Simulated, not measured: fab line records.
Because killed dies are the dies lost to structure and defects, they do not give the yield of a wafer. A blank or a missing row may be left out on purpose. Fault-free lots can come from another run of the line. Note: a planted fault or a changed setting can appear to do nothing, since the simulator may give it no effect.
Split-lot study ; flow sfq_line ; on a route of 325 steps: 5 lots, 27 wafers read

THE SPLIT ITSELF
At SFQ_TRILAYER_M2_DEP_SPUTTER_055 (material Nb, target thk 200 nm, time 133.3 s), the setting time_s was moved away from the recipe's 133.3 s on 6 of the 27 wafers read, by -47.2% to +20.7%. For the rest of the wafers, this setting stayed at what the recipe calls for.

FROM THE SPLIT TO THE READING: what the file shows between them, 3 steps
- SFQ_M2_RS_MEAS_914: measures by four-point-probe
- SFQ_TRILAYER_M2_LITHO_COAT_062: resist thk 62 nm
- SFQ_TRILAYER_M2_BARC_OPEN_METAL_ETCH_077: etches BARC in O2, target depth 125 nm, time 41.7 s

THE READING
oes_product_au, in a.u., at SFQ_TRILAYER_M2_ETCH_METAL_ETCH_060 (etches Nb in Cl2/Ar, stops on SiO2, target depth 240 nm, time 120 s). Typical for fault-free wafers on this fab line: 0.892 a.u., with standard deviation 0.0097 a.u.

wafer;tool, chamber at the split;time_s as run, s;against the recipe;oes_product_au, a.u.;against lot-mates on the recipe
L074.1;pvd_sputter-03, -;133.3;recipe;0.901;-
L074.2;pvd_sputter-03, -;133.3;recipe;0.918;-
L074.3;pvd_sputter-03, -;133.3;recipe;0.891;-
L074.4;pvd_sputter-03, -;133.3;recipe;0.911;-
L074.5;pvd_sputter-03, -;133.3;recipe;0.887;-
L074.6;pvd_sputter-03, -;133.3;recipe;0.916;-
L076.1;pvd_sputter-05, -;160.9;+20.7%;1.010;+0.118
L076.2;pvd_sputter-05, -;133.3;recipe;0.893;-
L076.3;pvd_sputter-05, -;133.3;recipe;0.881;-
L076.4;pvd_sputter-05, -;133.3;recipe;0.903;-
L076.5;pvd_sputter-05, -;160.9;+20.7%;1.001;+0.109
L076.6;pvd_sputter-05, -;160.9;+20.7%;0.996;+0.104
L079.1;pvd_sputter-03, -;133.3;recipe;0.904;-
L079.2;pvd_sputter-03, -;70.34;-47.2%;0.659;-0.242
L079.3;pvd_sputter-03, -;133.3;recipe;0.900;-
L079.4;pvd_sputter-03, -;70.34;-47.2%;0.645;-0.256
L079.5;pvd_sputter-03, -;133.3;recipe;0.900;-
L079.6;pvd_sputter-03, -;70.34;-47.2%;0.644;-0.257
L080.1;pvd_sputter-03, -;133.3;recipe;0.906;-
L080.2;pvd_sputter-03, -;133.3;recipe;0.893;-
L080.3;pvd_sputter-03, -;133.3;recipe;0.900;-
L080.4;pvd_sputter-03, -;133.3;recipe;0.889;-
L080.5;pvd_sputter-03, -;133.3;recipe;0.878;-
L080.6;pvd_sputter-03, -;133.3;recipe;0.896;-
L084.1;pvd_sputter-05, -;133.3;recipe;0.888;-
L084.4;pvd_sputter-05, -;133.3;recipe;0.884;-
L084.5;pvd_sputter-05, -;133.3;recipe;0.874;-

FIT RESULTS
A straight line over all 27 wafers: oes_product_au changes by +0.0052 a.u. for each +1% of time_s; r = +0.99; the points scatter about the line by 0.011 a.u.
The same after taking each lot's own level away (the mean of its wafers on the recipe; 27 wafers): +0.00533 a.u. for each +1%; r = +1.00; scatter 0.0088 a.u.
On that fit, the largest move of time_s shifts the reading by 0.25 a.u.
Measured against the standard deviation above, the lots' own levels, which go from 0.8820 to 0.9040 a.u., span 2.3 times it.
Consequently the slope shifts little with the lot-to-lot level, the two slopes agreeing.
Check: with one of the wafers moved furthest among these (-47.2%) left out of the fit, the line predicts -0.256 a.u. for it against its lot-mates. Against them it came out at -0.242 a.u.

THE OTHER SPLITS THESE WAFERS WENT THROUGH
Note: prior to the reading, these wafers also went through further splits. Each is held against what the fit with the lots' levels taken away leaves over:
other split on the same wafers;wafers away from the commonest value;r with oes_product_au (lot level and that fit taken away)
SFQ_TRILAYER_INCOMING_OXIDATION_002 ox_time_s;18;-0.01
SFQ_TRILAYER_L0_DEP_SPUTTER_003 time_s;9;-0.08
SFQ_TRILAYER_M0_ETCH_METAL_ETCH_024 time_s;12;-0.01
SFQ_TRILAYER_M1_DEP_SPUTTER_037 time_s;9;+0.12

THE WHOLE CHAIN: every reading that the file lists as answering this split, in the file's order
step;what it does;reading;change (the file's fit);r (the file's)
SFQ_TRILAYER_M2_DEP_SPUTTER_055;material Nb, target thk 200 nm, time 133.3 s;Nb_of_TRILAYER_M2_DEP_SPUTTER_055.thk_nm (the simulator's own value, which no gauge read);+2.05 nm for each +1% of the setting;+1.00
SFQ_M2_RS_MEAS_914;measures by four-point-probe;M2_NB_RS;-0.0159 for each +1% of the setting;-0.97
SFQ_TRILAYER_M2_ETCH_METAL_ETCH_060;etches Nb in Cl2/Ar, stops on SiO2, target depth 240 nm, time 120 s;oes_product_au;+0.00533 a.u. for each +1% of the setting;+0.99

THE FILE'S OWN FIT
oes_product_au changes by +0.00533 a.u. for each +1% of time_s, r = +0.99.
